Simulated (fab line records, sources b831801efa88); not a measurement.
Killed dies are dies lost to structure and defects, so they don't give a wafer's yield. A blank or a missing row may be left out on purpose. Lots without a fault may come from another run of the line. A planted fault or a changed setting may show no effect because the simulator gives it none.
Problem report in the 8D (eight disciplines) form, filled by code | flow gf180mcu | the parts of the form that need people (team, actions taken, sign-off) are left out

1. THE PROBLEM
LVPWELL_TW at GF_LVPWELL_TW_MEAS_11 reads a mean of 336 on 9 wafers of 3 lots; wafers without a fault read 553 with a standard deviation of 3.1. That is -70 standard deviations from the usual mean.
First seen on wafer L390.1, day 6 23:51, on film_metro-01. The record holds 45 wafers of 15 lots with a number at this step. Rule for "out", or "out of limits": more than 4 standard deviations from the usual mean. The other wafers with a number count as sound.

2. WHAT IT IS AND WHAT IT IS NOT
question                    | is                           | is not
which readings at this step | LVPWELL_TW                   | -
which lots                  | L390, L391, L392             | L378, L379, L380, L381, L382, L383, L385, L386, L387, L388, L399, L400
which wafers of those lots  | all that have a number       | -
read on which gauges        | film_metro-01, film_metro-04 | film_metro-03
when                        | from day 6 23:51             | up to then (30 sound wafers); but 6 sound wafers of L399, L400 came after

3. SUSPECTS, AND WHAT RULES EACH OUT
Counting: a tool at a process step up to the reading stays a suspect if it ran every lot that is out and no sound lot after the first of them.
- the gauge at GF_LVPWELL_TW_MEAS_11: ruled out. The wafers that are out were read on 2 gauges (film_metro-01, film_metro-04).
- implanter-03 at GF_LVPWELL_IMPLANT_08: kept. It ran every lot that is out, first L390 (day 6 23:27), and no sound lot after that; its last sound lot up to then is L388 (day 6 13:23).
Left after counting: implanter-03 at GF_LVPWELL_IMPLANT_08.

4. THE CAUSE (what the simulator had put in)
Skipped step whole: implanter-03, from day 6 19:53 on, at GF_LVPWELL_IMPLANT_08. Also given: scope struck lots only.
Counting left only this tool.

5. THE CHAIN OF EFFECTS, in route order
Each row: a reading whose mean over the struck wafers that have a number lies more than 3 standard deviations from the usual. Only readings for which the record gives a usual standard deviation are gone through. hours: the time from each lot's start at the first step in this table that gives one to its start at this step, as a median over the lots. sigmas: the change in usual standard deviations.
hours | step                     | reading    | usual       | on struck wafers | change | sigmas
0     | GF_LVPWELL_TW_MEAS_11    | LVPWELL_TW | 553         | 336              | -217   | -70
103   | GF_VT_IMPLANT_RS_MEAS_48 | LVPWELL_RS | 1197 ohm/sq | 3824             | +2627  | +99 or more
Readings that are blank on the struck wafers while sound wafers have them: beam_energy_keV at GF_LVPWELL_IMPLANT_08; beam_on_s at GF_LVPWELL_IMPLANT_08.

6. WHAT WOULD HAVE CAUGHT IT SOONER
In this record the first reading out of limits at a measuring or inspecting step was taken at day 6 23:51, 4 hours after the fault began at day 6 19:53.
At GF_LVPWELL_IMPLANT_08 the tool's readings are blank on the struck wafers, where sound wafers have them: an empty tool record is the first sign, and it was there at once.
Of the lots that are out (3), L391, L392 began GF_LVPWELL_IMPLANT_08 on implanter-03 after day 6 23:51. A hold on the tool at that time would have spared those 2.
